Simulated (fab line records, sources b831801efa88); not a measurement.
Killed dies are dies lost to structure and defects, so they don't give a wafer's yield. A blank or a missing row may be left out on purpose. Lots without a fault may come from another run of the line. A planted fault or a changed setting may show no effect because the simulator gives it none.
Tool commonality check | flow sky130 | 12 lots, 42 wafers sampled

WHY IT WAS OPENED
At SKY_VT_ADJUST_NCORE_TW_MEAS_11 the reading VT_ADJUST_NCORE_TW is flagged on 2 of 12 lots. Wafers without a fault read 217.7, standard deviation 2.
Rule: a lot is flagged when every wafer of it that has a number lies more than 4 standard deviations from that mean, or none has a number. The other lots count as sound.

lot  | measured     | on            | VT_ADJUST_NCORE_TW, wafer by wafer  | flag
L426 | day 9 23:49  | film_metro-03 | 219.3 219.0 219.0                   |
L427 | day 10 00:11 | film_metro-03 | 219.7 219.2 219.1                   |
L428 | day 10 13:14 | film_metro-02 | 216.3 216.3 217.0                   |
L435 | day 12 05:29 | film_metro-02 | 214.7 215.6 215.3                   |
L436 | day 12 16:46 | film_metro-03 | 218.6 219.4 218.7                   |
L437 | day 12 18:50 | film_metro-02 | 216.9 214.4 215.5                   |
L438 | day 13 03:16 | film_metro-02 | 214.5 215.3 215.9                   |
L439 | day 13 06:29 | film_metro-04 | 230.6 230.4 229.9 230.9 230.4 229.9 | FLAGGED
L440 | day 13 12:37 | film_metro-02 | 216.4 216.2 214.9                   |
L441 | day 13 19:41 | film_metro-04 | 230.3 230.7 229.2 231.6 231.2 230.0 | FLAGGED
L442 | day 14 07:35 | film_metro-02 | 217.0 216.7 217.5                   |
L446 | day 15 16:45 | film_metro-03 | 219.7 220.4 220.8                   |
The numbers of the flagged lots are 230.4 on average: +12.7 against the usual, or +6 standard deviations.

WHICH TOOL RAN EACH LOT
The record holds 1 process step before the reading, out of a route of 708 steps. In each cell: the tool, then ch and the chambers that the sampled wafers went through, then the start.
lot  | flag    | SKY_VT_ADJUST_NCORE_IMPLANT_09
L426 |         | implanter-03 ch 0, day 9 23:33
L427 |         | implanter-04 ch 0, day 9 23:57
L428 |         | implanter-01 ch 0, day 10 13:01
L435 |         | implanter-03 ch 0, day 12 05:16
L436 |         | implanter-01 ch 0, day 12 16:32
L437 |         | implanter-01 ch 0, day 12 18:35
L438 |         | implanter-01 ch 0, day 13 03:01
L439 | FLAGGED | implanter-01 ch 0, day 13 06:15
L440 |         | implanter-03 ch 0, day 13 12:22
L441 | FLAGGED | implanter-01 ch 0, day 13 19:26
L442 |         | implanter-04 ch 0, day 14 07:21
L446 |         | implanter-04 ch 0, day 15 16:30
What these steps do:
- SKY_VT_ADJUST_NCORE_IMPLANT_09
- SKY_VT_ADJUST_NCORE_TW_MEAS_11

FLAGGED OVER TOTAL, TOOL BY TOOL (the gauges that took the reading come last)
step                           | tool          | lots run | flagged | share of the flagged lots | sound lots run after its first flagged lot
SKY_VT_ADJUST_NCORE_IMPLANT_09 | implanter-01  | 6        | 2       | all                       | 0
SKY_VT_ADJUST_NCORE_IMPLANT_09 | implanter-03  | 3        | 0       | none                      | -
SKY_VT_ADJUST_NCORE_IMPLANT_09 | implanter-04  | 3        | 0       | none                      | -
SKY_VT_ADJUST_NCORE_TW_MEAS_11 | film_metro-02 | 6        | 0       | none                      | -
SKY_VT_ADJUST_NCORE_TW_MEAS_11 | film_metro-03 | 4        | 0       | none                      | -
SKY_VT_ADJUST_NCORE_TW_MEAS_11 | film_metro-04 | 2        | 2       | all                       | 0

WHAT THE TABLE ALLOWS
2 rows of the table ran every flagged lot: implanter-01 at SKY_VT_ADJUST_NCORE_IMPLANT_09, film_metro-04 at SKY_VT_ADJUST_NCORE_TW_MEAS_11.
- implanter-01 at SKY_VT_ADJUST_NCORE_IMPLANT_09: 2 of its 6 lots flagged. Its last sound lot is L438 (day 13 03:01), its first flagged lot L439 (day 13 06:15): a fault that began between those two fits. Its own readings lie more than 4 standard deviations out on every wafer of the flagged lots: beam_on_s, end_station_pressure_torr, faraday_current_uA.
- film_metro-04 at SKY_VT_ADJUST_NCORE_TW_MEAS_11: 2 of its 2 lots flagged. It ran no sound lot before its first flagged lot in this sample, so the start can't be narrowed down.
Counting lots can't tell these 2 tools apart, because each fits a fault that began at some hour. More lots, or a look at what each step does to the wafer, might.

WHAT THE SIMULATOR HAD PUT IN
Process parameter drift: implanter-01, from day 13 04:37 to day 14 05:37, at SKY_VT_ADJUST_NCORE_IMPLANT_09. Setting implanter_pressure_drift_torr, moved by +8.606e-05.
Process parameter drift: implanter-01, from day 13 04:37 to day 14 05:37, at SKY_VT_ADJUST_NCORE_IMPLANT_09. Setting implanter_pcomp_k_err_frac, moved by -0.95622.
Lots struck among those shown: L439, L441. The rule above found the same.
